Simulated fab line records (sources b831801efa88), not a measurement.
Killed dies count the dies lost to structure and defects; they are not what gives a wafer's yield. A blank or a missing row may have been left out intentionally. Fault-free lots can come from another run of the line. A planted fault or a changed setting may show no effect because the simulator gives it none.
Chamber matching :: flow sky130 :: cmp-02 running SKY_LI_CONTACT_CMP_24: 4 sister chambers
The step polishes, stops on PSG, t overpolish 20 s, target thk 0 nm. 18 wafers are shown with their chamber, then 9 later ones without.

== EACH WAFER AND ITS CHAMBER ==
wafer: L254.1
chamber: 0
motorCurrentA (A): 10.2
timeToEndpointS (s): 97
overpolishRunS (s): 20.010

wafer: L254.2
chamber: 2
motorCurrentA (A): 11.7
timeToEndpointS (s): 98
overpolishRunS (s): 20.012

wafer: L254.4
chamber: 3
motorCurrentA (A): 11.2
timeToEndpointS (s): 96
overpolishRunS (s): 19.998

wafer: L255.1
chamber: 3
motorCurrentA (A): 11.8
timeToEndpointS (s): 103
overpolishRunS (s): 19.982

wafer: L255.2
chamber: 1
motorCurrentA (A): 13.0
timeToEndpointS (s): 99
overpolishRunS (s): 19.994

wafer: L255.5
chamber: 2
motorCurrentA (A): 11.7
timeToEndpointS (s): 102
overpolishRunS (s): 19.998

wafer: L256.1
chamber: 0
motorCurrentA (A): 10.3
timeToEndpointS (s): 97
overpolishRunS (s): 20.008

wafer: L256.3
chamber: 3
motorCurrentA (A): 11.5
timeToEndpointS (s): 99
overpolishRunS (s): 20.010

wafer: L256.4
chamber: 1
motorCurrentA (A): 12.9
timeToEndpointS (s): 97
overpolishRunS (s): 19.994

wafer: L263.2
chamber: 3
motorCurrentA (A): 10.9
timeToEndpointS (s): 100
overpolishRunS (s): 19.990

wafer: L263.3
chamber: 1
motorCurrentA (A): 11.4
timeToEndpointS (s): 97
overpolishRunS (s): 19.980

wafer: L263.5
chamber: 0
motorCurrentA (A): 10.1
timeToEndpointS (s): 98
overpolishRunS (s): 19.990

wafer: L264.1
chamber: 0
motorCurrentA (A): 10.2
timeToEndpointS (s): 97
overpolishRunS (s): 20.008

wafer: L264.2
chamber: 3
motorCurrentA (A): 11.3
timeToEndpointS (s): 100
overpolishRunS (s): 20.015

wafer: L264.3
chamber: 1
motorCurrentA (A): 13.0
timeToEndpointS (s): 92
overpolishRunS (s): 19.997

wafer: L265.1
chamber: 0
motorCurrentA (A): 10.1
timeToEndpointS (s): 91
overpolishRunS (s): 19.990

wafer: L265.3
chamber: 1
motorCurrentA (A): 12.2
timeToEndpointS (s): 97
overpolishRunS (s): 19.998

wafer: L265.4
chamber: 2
motorCurrentA (A): 11.8
timeToEndpointS (s): 96
overpolishRunS (s): 19.988

SIGNATURES (averages over the wafers above)
reading: motorCurrentA
chamber 0: 10.180
chamber 1: 12.500
chamber 2: 11.733
chamber 3: 11.340
scatter within a chamber: 0.418

reading: timeToEndpointS
chamber 0: 96.00
chamber 1: 96.40
chamber 2: 98.67
chamber 3: 99.60
scatter within a chamber: 2.71

reading: overpolishRunS
chamber 0: 20.00120
chamber 1: 19.99260
chamber 2: 19.99933
chamber 3: 19.99900
scatter within a chamber: 0.0109
Rule: for a wafer and a chamber, the distance is found by dividing, reading by reading, the gap between the wafer's reading and the chamber's mean by the reading's scatter, squaring, summing and taking the root. The wafer belongs to the nearest chamber; if the next one is less than 2 further off, it can't be placed. The scatter: take each reading less its chamber's mean, square it, sum over the shown wafers, divide by the number of wafers less the number of chambers, and take the root.

== WAFERS WHOSE CHAMBER IS MISSING ==
wafer: L267.1
motorCurrentA (A): 10.9
timeToEndpointS (s): 99
overpolishRunS (s): 20.000

wafer: L267.2
motorCurrentA (A): 11.6
timeToEndpointS (s): 103
overpolishRunS (s): 19.992

wafer: L267.4
motorCurrentA (A): 10.2
timeToEndpointS (s): 95
overpolishRunS (s): 20.015

wafer: L270.2
motorCurrentA (A): 11.4
timeToEndpointS (s): 95
overpolishRunS (s): 20.003

wafer: L270.4
motorCurrentA (A): 11.6
timeToEndpointS (s): 95
overpolishRunS (s): 19.985

wafer: L270.6
motorCurrentA (A): 9.8
timeToEndpointS (s): 94
overpolishRunS (s): 20.017

wafer: L271.1
motorCurrentA (A): 12.8
timeToEndpointS (s): 93
overpolishRunS (s): 19.992

wafer: L271.4
motorCurrentA (A): 11.6
timeToEndpointS (s): 96
overpolishRunS (s): 19.998

wafer: L271.5
motorCurrentA (A): 11.6
timeToEndpointS (s): 92
overpolishRunS (s): 20.002

== CHAMBER TAKEN BY EACH ==
wafer: L267.1
from the rows above: can't be placed: 3 or 2 or 0
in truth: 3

wafer: L267.2
from the rows above: can't be placed: 3 or 2 or 1
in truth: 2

wafer: L267.4
from the rows above: 0
in truth: 0

wafer: L270.2
from the rows above: can't be placed: 2 or 3 or 1 or 0
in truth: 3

wafer: L270.4
from the rows above: can't be placed: 2 or 3 or 1 or 0
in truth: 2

wafer: L270.6
from the rows above: 0
in truth: 0

wafer: L271.1
from the rows above: can't be placed: 1 or 2
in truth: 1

wafer: L271.4
from the rows above: can't be placed: 2 or 3 or 1
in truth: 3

wafer: L271.5
from the rows above: can't be placed: 2 or 1 or 3 or 0
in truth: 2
Correct placement for 2 of the 9. Cannot be placed on the basis of these rows: 7; the candidates contain the true chamber in 7. Placed wrongly: 0.
